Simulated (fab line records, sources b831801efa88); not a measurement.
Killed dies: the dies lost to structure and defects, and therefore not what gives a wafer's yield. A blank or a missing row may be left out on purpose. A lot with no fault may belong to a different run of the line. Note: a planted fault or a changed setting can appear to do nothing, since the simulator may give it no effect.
Chamber matching | flow gf180mcu | GF_V2_CMP_26 on cmp-01 has 4 sister chambers
The step polishes, stops on SiO2, t overpolish 15 s, target thk 0 nm. 4 wafers are shown with their chamber, then 7 later ones without.

## WAFERS PAIRED WITH THEIR CHAMBERS
wafer  | chamber | motor current A (A)
L080.1 | 1       | 12.3
L080.3 | 0       | 13.2
L092.1 | 2       | 10.7
L092.2 | 3       | 10.2

## WAFERS MISSING THEIR CHAMBER
wafer  | motor current A (A)
L092.5 | 9.9
L096.2 | 10.1
L096.3 | 10.2
L096.4 | 12.5
L097.1 | 10.1
L097.2 | 10.1
L097.6 | 10.5

## CHAMBER TAKEN BY EACH
wafer  | from the rows above     | in truth
L092.5 | 3                       | 3
L096.2 | 3                       | 3
L096.3 | 3                       | 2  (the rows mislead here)
L096.4 | 1                       | 1
L097.1 | 3                       | 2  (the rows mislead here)
L097.2 | 3                       | 3
L097.6 | can't be placed: 2 or 3 | 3
Correctly placed: 4 of 7. Not placeable from these rows: 1 (in 1, the candidates include the true chamber). Placed wrongly: 2.
How it was worked out, from the rows above alone: a wafer's distance from a chamber is the root of the sum, over the readings, of the square of ((its reading less the chamber's mean) divided by the reading's scatter). If the next closest chamber is less than 2 further off than the closest, the wafer can't be placed; otherwise it belongs to the closest. Each chamber's mean is taken over the wafers shown for it. The scatter: with one shown wafer a chamber, the root of the mean of the squares of how far each hidden wafer lies from its nearest shown one.
